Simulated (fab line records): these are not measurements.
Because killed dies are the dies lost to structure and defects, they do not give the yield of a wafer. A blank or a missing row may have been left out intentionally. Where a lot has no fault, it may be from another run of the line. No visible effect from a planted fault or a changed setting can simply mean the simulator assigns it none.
Chamber matching	flow sky130	4 sister chambers for SKY_VIA1_CMP_02 on cmp-02
The step polishes SiO2. 8 wafers are shown with their chamber, then 11 later ones without.

EACH WAFER AND ITS CHAMBER
wafer	chamber	motor_current_A (A)
L776.3	0	11.2
L779.1	1	12.5
L779.6	1	12.5
L782.6	2	12.9
L785.1	2	12.3
L785.2	0	11.9
L785.3	3	13.3
L787.1	3	13.4

WAFERS WITH NO CHAMBER GIVEN
wafer	motor_current_A (A)
L787.3	12.2
L787.4	11.1
L793.1	12.0
L793.2	11.7
L793.4	13.5
L795.3	11.5
L795.4	11.7
L795.5	12.4
L797.2	11.4
L797.3	13.5
L797.4	12.5

THE CHAMBER EACH PASSED THROUGH
wafer	from the rows above	in truth
L787.3	can't be placed: 1 or 2 or 0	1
L787.4	0	0
L793.1	can't be placed: 0 or 1 or 2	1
L793.2	can't be placed: 0 or 1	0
L793.4	3	3
L795.3	0	0
L795.4	can't be placed: 0 or 1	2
L795.5	can't be placed: 1 or 2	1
L797.2	0	0
L797.3	3	3
L797.4	can't be placed: 1 or 2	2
5 of 11 placed correctly. From these rows, 6 cannot be placed; in 5 the true chamber is one of the candidates. Wrongly placed: 0.
How it was worked out, from the rows above alone: a wafer's distance from a chamber is the root of the sum, over the readings, of the square of ((its reading less the chamber's mean) divided by the reading's scatter). The wafer belongs to the nearest chamber; if the next one is less than 2 further off, it can't be placed. Each chamber's mean is taken over the wafers shown for it. How the scatter is found: for the shown wafers, subtract from each reading the mean of its chamber, square and add these, divide the total by (wafers less chambers), then take the root.
